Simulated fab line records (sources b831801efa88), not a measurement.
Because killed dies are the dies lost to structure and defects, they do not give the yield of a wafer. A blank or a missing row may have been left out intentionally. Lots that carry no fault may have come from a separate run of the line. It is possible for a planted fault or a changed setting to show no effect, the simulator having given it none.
A struck lot beside a sound one	flow sky130	15 out of 708 route steps
Sound: these wafers, L910.1, L910.2, L910.5. Struck: wafers L925.1, L925.2, L925.5. The cause is named last.
Each step with rows lists, per side, the tool, then ch with its chambers, then its first start. Under that, the readings that differ: sound wafers	struck wafers	difference of the means	sigmas: that difference in standard deviations of wafers without a fault.
alike: same words and numbers on both sides, and readings whose means sit less than 2 such deviations apart. not compared: any withheld reading, any reading some wafer has no value for, any bound like >300 that may hide the same value, and any number with overlapping values for which the record gives no deviation.
Wherever a step has rows on one side only, a row that says differs or no value, or a row with sigmas, the two part there. When numbers do not overlap yet have no deviation, they are printed without sigmas and do not part them. A reading missing from all wafers of one side parts the sides only when that side holds two or more wafers.

first, 3 steps without rows for these wafers: SKY_LI_CONTACT_EXPOSE_09 (exposes mask LICM1, target cd 170 nm); SKY_LI_CONTACT_PEB_10; SKY_LI_CONTACT_DEVELOP_11 (develop time 60 s).
SKY_LI_CONTACT_CD_MEAS_12 targets a cd of 170 nm.
  sound: cd sem-02 at day 29 23:53; struck: cd sem-02 at day 34 11:16
  alike: cd nm
SKY_LI_CONTACT_OVL_MEAS_13:
  sound: overlay-01 at day 30 00:00; struck: overlay-01 at day 34 11:23
  alike: LI_CONTACT_OVL
SKY_LI_CONTACT_ETCH_14: etches BARC in N2/H2, stops on SiO2, time 45.9 s, target depth 60 nm.
  sound on rie diel-04 ch 0,2, day 30 00:02; struck on rie diel-01 ch 0,1,3, day 34 11:26
  alike: bias w, drypump motor current A, oes product au, throttle valve pct
  not compared: rf hours counter h
SKY_LI_CONTACT_ETCH_15: etches PSG in C4F8/O2/Ar, stops on Si, target depth 600 nm.
  sound on rie diel-04 ch 0,2, day 30 00:05; struck on rie diel-01 ch 0,1,3, day 34 11:28
  alike: bias w, oes product au
SKY_LI_CONTACT_STRIP_16: strips in O2/N2.
  sound on plasma asher-01 ch 0,1, day 30 00:10; struck on plasma asher-04 ch 0,1, day 34 11:34
  alike: drypump motor current A, o2 flow sccm, oes product au, strip time to endpoint s
  not compared: rf hours counter h
then, 2 steps without rows for these wafers: SKY_LI_CONTACT_CLEAN_17 (cleans in NMP, time 600 s); SKY_LI_CONTACT_PRE_CLEAN_18 (time 5.6 s).
SKY_LI_CONTACT_SPUTTER_19: material Ti, target thk 20 nm, time 106.37 s.
  sound: pvd sputter-01 at day 30 00:28; struck: pvd sputter-02 at day 34 11:52
  alike: throttle valve pct
SKY_LI_CONTACT_SPUTTER_20: material TiN, target thk 20 nm, time 80 s.
  sound: pvd sputter-01 at day 30 00:32; struck: pvd sputter-02 at day 34 11:56
  alike: throttle valve pct
SKY_LI_CONTACT_CVD_21: deposits W, target thk 400 nm, time 120.56 s.
  sound on cvd w-01 ch 0,1, day 30 00:36; struck on cvd w-02 ch 0,1, day 34 12:01
reading	sound	struck	difference	sigmas
heater power w (W)	657 830 663	913 913 924	+200	+2
susceptor temp C (C)	400.21 399.95 400.19	398.21 397.56 398.46	-2.04	-9
model.W_of_LI_CONTACT_CVD_21.thk nm (nm)	405.9 403.3 408.8	379.5 379.2 376.2	-27.7	
SKY_LI_CONTACT_RS_MEAS_22: measures by four-point-probe.
  sound: film metro-01 at day 30 00:43; struck: film metro-04 at day 34 12:08
reading	sound	struck	difference	sigmas
LI_CONTACT_W_RS (ohm/sq)	0.2805 0.2823 0.2783	0.2997 0.3003 0.3026	+0.0205	+7
SKY_LI_CONTACT_THK_MEAS_23: measures by xrf.
  sound: film metro-01 at day 30 00:50; struck: film metro-04 at day 34 12:15
reading	sound	struck	difference	sigmas
LI_CONTACT_W_THK (nm)	433 428 432	404 407 399	-28	-4

== WHERE THEY PART ==
Earliest at SKY_LI_CONTACT_CVD_21; latest, in this record, at SKY_LI_CONTACT_THK_MEAS_23.

WHY: whatever the simulator had introduced
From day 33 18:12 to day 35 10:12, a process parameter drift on cvd w-02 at SKY_LI_CONTACT_CVD_21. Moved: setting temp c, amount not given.
